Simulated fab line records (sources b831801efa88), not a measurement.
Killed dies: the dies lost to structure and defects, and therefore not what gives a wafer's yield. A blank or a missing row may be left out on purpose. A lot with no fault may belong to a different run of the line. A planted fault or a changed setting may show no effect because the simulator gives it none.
Which tool is to blame? :: flow sky130 :: 12 lots with 36 wafers sampled at 2 steps, on a route of 708 steps

== WHAT THE GAUGES SHOWED, per wafer ==
SKY_METAL4_OVL_MEAS_14.
lot: L074
measured: day 42 06:29
on: overlay-01
METAL4_OVL (nm): 8 0 -1

lot: L077
measured: day 42 17:44
on: overlay-02
METAL4_OVL (nm): -6 -6 -6

lot: L079
measured: day 44 07:21
on: overlay-01
METAL4_OVL (nm): -4 -8 -2

lot: L080
measured: day 44 12:05
on: overlay-01
METAL4_OVL (nm): 0 -1 5

lot: L083
measured: day 45 11:51
on: overlay-02
METAL4_OVL (nm): 8 0 1

lot: L086
measured: day 46 00:51
on: overlay-01
METAL4_OVL (nm): -6 -7 -4

lot: L087
measured: day 46 11:40
on: overlay-01
METAL4_OVL (nm): -12 -3 -13

lot: L090
measured: day 46 19:38
on: overlay-02
METAL4_OVL (nm): 0 4 8

lot: L092
measured: day 46 23:31
on: overlay-02
METAL4_OVL (nm): -5 3 -6

lot: L094
measured: day 47 08:25
on: overlay-02
METAL4_OVL (nm): -1 -11 1

lot: L096
measured: day 47 15:29
on: overlay-01
METAL4_OVL (nm): 8 -6 3

lot: L097
measured: day 47 23:12
on: overlay-02
METAL4_OVL (nm): -7 -9 -9

== WHICH TOOL RAN EACH LOT (tool, then ch and the chambers of the sampled wafers, then the start) ==
lot: L074
SKY_METAL1_STRIP_20: plasmaAsher-02 ch 0,1, day 33 07:28

lot: L077
SKY_METAL1_STRIP_20: plasmaAsher-01 ch 0, day 33 18:45

lot: L079
SKY_METAL1_STRIP_20: plasmaAsher-04 ch 0,1, day 35 15:09

lot: L080
SKY_METAL1_STRIP_20: plasmaAsher-01 ch 0,1, day 35 19:25

lot: L083
SKY_METAL1_STRIP_20: plasmaAsher-02 ch 0,1, day 37 02:32

lot: L086
SKY_METAL1_STRIP_20: plasmaAsher-02 ch 0, day 37 18:35

lot: L087
SKY_METAL1_STRIP_20: plasmaAsher-01 ch 0,1, day 38 04:50

lot: L090
SKY_METAL1_STRIP_20: plasmaAsher-02 ch 0,1, day 38 15:38

lot: L092
SKY_METAL1_STRIP_20: plasmaAsher-04 ch 0,1, day 38 23:45

lot: L094
SKY_METAL1_STRIP_20: plasmaAsher-01 ch 0,1, day 39 09:18

lot: L096
SKY_METAL1_STRIP_20: plasmaAsher-04 ch 0,1, day 39 16:43

lot: L097
SKY_METAL1_STRIP_20: plasmaAsher-04 ch 0,1, day 40 02:13
- SKY_METAL1_STRIP_20: strips in O2/N2.

== THE ANSWER, worked out from the rows above alone ==
Rule: the lots themselves supply what counts as usual. Put in order of their means at a reading, lots are off if they are a third of the lots or fewer, leave a main group of 4 or more, and stand apart from it by a gap of 3 or more times the standard deviation of the main group's means; of several such gaps the widest counts. If all means in a main group match to the digits the tables above print for the reading, that group is not used. A lot without any number at a reading at which 4 lots or more have one is off too. The other lots that the step has rows for count as sound.
Nothing can be told from this: no lot is off at any reading shown.

== WHAT THE SIMULATOR HAD PUT IN ==
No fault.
